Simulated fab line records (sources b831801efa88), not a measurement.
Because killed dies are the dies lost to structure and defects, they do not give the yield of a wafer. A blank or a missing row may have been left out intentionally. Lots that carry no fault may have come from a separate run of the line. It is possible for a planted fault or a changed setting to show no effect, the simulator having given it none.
One fault seen from 2 desks -- flow sky130 -- every desk sees just its own numbers, and what lay behind them comes last

## DESK OF THE TOOL OWNER: krf-scanner-02
The tool's own readings at SKY_VIA1_EXPOSE_09 (exposes mask VIM, target cd 150 nm): means of the sampled wafers that have a number, for each lot that ran on this tool. A lot is out of limits, marked OUT, if its mean lies more than 4 standard deviations from the usual mean; the brackets give that distance.
Columns: A = exposure-dose-mJ-cm2 at SKY_VIA1_EXPOSE_09, usual 37.93
lot,first seen here,A
L274,day 33 14:14,38.05
L281,day 36 02:11,36.86 (-17) OUT
L283,day 36 16:10,37.08 (-13) OUT
This desk's verdict: out of limits on L281, L283, starting with L281 at day 36 02:11 (exposure-dose-mJ-cm2 at SKY_VIA1_EXPOSE_09). L274 stayed within limits.

## AT THE METROLOGY DESK
What the gauges read for every lot (on any tool): the sampled wafers with a number, averaged. A lot is out of limits, marked OUT, if its mean lies more than 4 standard deviations from the usual mean; the brackets give that distance.
Columns: A = cd-nm at SKY_VIA1_CD_MEAS_12, usual 150.1 nm; B = VIA1_OVL at SKY_VIA1_OVL_MEAS_13, usual -6 nm
lot,first seen here,A,B
L273,day 33 23:13,150.7,-5
L274,day 34 03:16,151.5,-7
L275,day 34 08:15,148.6,1
L276,day 34 17:13,149.3,-10
L281,day 36 14:52,146.5,0
L283,day 37 04:35,145.4,-2
L285,day 37 20:35,150.7,-6
L290,day 39 09:02,150.4,-8
L293,day 40 06:13,151.6,-7
L294,day 40 08:02,151.1,-6
L295,day 40 17:16,149.6,1
Finding of this desk: none of the 11 lots has anything out of limits.

## BROUGHT TOGETHER
At day 36 02:11, on L281, L283, the tool owner's desk was in a position to raise an alarm.
Metrology desk: nothing out of limits seen.
The metrology desk has L281, L283 on record, within its limits.
On krf-scanner-02, each named lot ran SKY_VIA1_EXPOSE_09.

## WHAT WAS PUT IN BY THE SIMULATOR
Process parameter drift: krf-scanner-02, from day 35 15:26 on, at SKY_VIA1_EXPOSE_09. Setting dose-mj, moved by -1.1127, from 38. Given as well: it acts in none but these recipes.
Lots struck among those shown: L281, L283.
How many hours passed from the start of the fault until each desk's first out-of-limits reading: the tool owner's desk, 11.
